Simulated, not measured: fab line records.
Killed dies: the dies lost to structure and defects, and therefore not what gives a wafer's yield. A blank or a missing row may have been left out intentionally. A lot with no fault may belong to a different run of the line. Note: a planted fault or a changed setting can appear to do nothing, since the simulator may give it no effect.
Matching of chambers    flow sky130    cmp-01 running SKY_CONTACT_CMP_04: 4 sister chambers
The step polishes SiO2. 16 wafers are shown with their chamber, then 7 later ones without.

## WAFERS PAIRED WITH THEIR CHAMBERS
wafer   chamber  motor current A (A)  time to endpoint s (s)
L589.2  1        11.8                 87
L589.3  2        10.7                 87
L589.4  3        13.1                 91
L591.1  1        12.6                 84
L591.3  0        11.1                 86
L591.5  0        11.8                 86
L592.1  3        13.0                 84
L592.4  1        12.1                 81
L592.6  3        12.4                 79
L601.1  2        11.7                 89
L601.2  1        11.7                 82
L601.4  0        11.6                 85
L602.1  0        11.7                 82
L602.2  3        12.4                 83
L602.3  1        11.9                 83
L604.4  2        11.5                 94

SIGNATURES (averages over the wafers above)
reading             chamber 0  chamber 1  chamber 2  chamber 3  scatter within a chamber
motor current A     11.550     12.020     11.300     12.725     0.386
time to endpoint s  84.75      83.40      90.00      84.25      3.33
Rule: a wafer lies at a distance from a chamber equal to the root of the sum of squares, over the readings, of (its reading less the chamber's mean, divided by the reading's scatter). The wafer belongs to the nearest chamber; if the next one is less than 2 further off, it can't be placed. The scatter: the root of (the sum of the squares of (reading less its chamber's mean) over the shown wafers, divided by (wafers less chambers)).

## WAFERS WITH NO CHAMBER GIVEN
wafer   motor current A (A)  time to endpoint s (s)
L605.2  12.1                 85
L605.3  11.7                 82
L605.4  13.0                 83
L606.6  12.0                 83
L612.3  12.1                 86
L612.4  11.9                 88
L612.6  11.6                 89

## EACH ONE'S CHAMBER
wafer   from the rows above                in truth
L605.2  can't be placed: 1 or 0 or 3       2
L605.3  can't be placed: 0 or 1 or 2 or 3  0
L605.4  can't be placed: 3 or 1            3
L606.6  can't be placed: 1 or 0 or 3       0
L612.3  can't be placed: 1 or 0 or 3 or 2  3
L612.4  can't be placed: 0 or 1 or 2 or 3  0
L612.6  can't be placed: 2 or 0 or 1       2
Correct placement for 0 of the 7. These rows do not allow placing 7 (true chamber among the candidates in 6). 0 placed wrongly.
